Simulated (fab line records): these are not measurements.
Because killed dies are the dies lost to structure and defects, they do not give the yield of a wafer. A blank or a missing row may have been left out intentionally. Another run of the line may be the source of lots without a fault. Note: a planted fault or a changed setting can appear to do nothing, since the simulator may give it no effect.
Split-lot study ; flow gf180mcu ; route with 602 steps; 5 lots, 23 wafers read

## THE SPLIT
At GF_DNWELL_IMPLANT_07, the setting energy kev was moved away from the recipe's 1500 on 9 of the 23 wafers read, by -2.9% to +5.9%. All remaining wafers had this setting at the recipe value.

The reading is taken at the split's own step.

## THE READING
In nm, at GF_DNWELL_IMPLANT_07: implant.drp nm, which is the simulator's own figure and was read by no gauge. The file gives no usual value for it.

wafer;tool, chamber at the split;energy kev as run;against the recipe;implant.drp nm, nm;against lot-mates on the recipe
L075.1;implanter-04, 0;1588;+5.9%;200.6;+3.2
L075.4;implanter-04, 0;1588;+5.9%;200.6;+3.2
L075.6;implanter-04, 0;1588;+5.9%;200.6;+3.2
L075.2;implanter-04, 0;1500;recipe;197.4;-
L075.3;implanter-04, 0;1500;recipe;197.4;-
L079.1;implanter-01, 0;1500;recipe;197.4;-
L079.3;implanter-01, 0;1500;recipe;197.4;-
L079.5;implanter-01, 0;1500;recipe;197.4;-
L079.2;implanter-01, 0;1551;+3.4%;199.3;+1.9
L079.4;implanter-01, 0;1551;+3.4%;199.3;+1.9
L078.2;implanter-04, 0;1500;recipe;197.4;-
L078.3;implanter-04, 0;1500;recipe;197.4;-
L078.5;implanter-04, 0;1500;recipe;197.4;-
L078.4;implanter-04, 0;1456;-2.9%;195.7;-1.7
L078.6;implanter-04, 0;1456;-2.9%;195.7;-1.7
L082.1;implanter-01, 0;1500;recipe;197.4;-
L082.3;implanter-01, 0;1500;recipe;197.4;-
L082.6;implanter-01, 0;1500;recipe;197.4;-
L082.2;implanter-01, 0;1465;-2.3%;196.1;-1.3
L082.4;implanter-01, 0;1465;-2.3%;196.1;-1.3
L085.2;implanter-04, 0;1500;recipe;197.4;-
L085.3;implanter-04, 0;1500;recipe;197.4;-
L085.4;implanter-04, 0;1500;recipe;197.4;-

THE FIT
A straight line over all 23 wafers: implant.drp nm changes by +0.553 nm for each +1% of energy kev; r = +1.00; the points scatter about the line by 0.027 nm.
The same after taking each lot's own level away (the mean of its wafers on the recipe; 23 wafers): +0.553 nm for each +1%; r = +1.00; scatter 0.027 nm.
The reading moves by 3.2 nm for the largest change in energy kev, on that fit.
The lots' own levels span 197.40 to 197.40 nm.
The two slopes agree, so the slope changes little with the lot-to-lot level.
Check: for one of the wafers moved furthest among these (+5.9%), held out of the fit, the line's prediction against its lot-mates is +3.24 nm. It came out at +3.2 nm against them.

## THE WHOLE CHAIN: every reading that the file lists as answering this split, in the file's order
step;what it does;reading;change (the file's fit);r (the file's)
GF_DNWELL_IMPLANT_07;;implant.rp nm (the simulator's own value, which no gauge read);+10.9 nm for each +1% of the setting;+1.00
GF_DNWELL_IMPLANT_07;;implant.drp nm (the simulator's own value, which no gauge read);+0.559 nm for each +1% of the setting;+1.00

## FILE'S OWN FIT
implant.drp nm changes by +0.559 nm for each +1% of energy kev, r = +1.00.
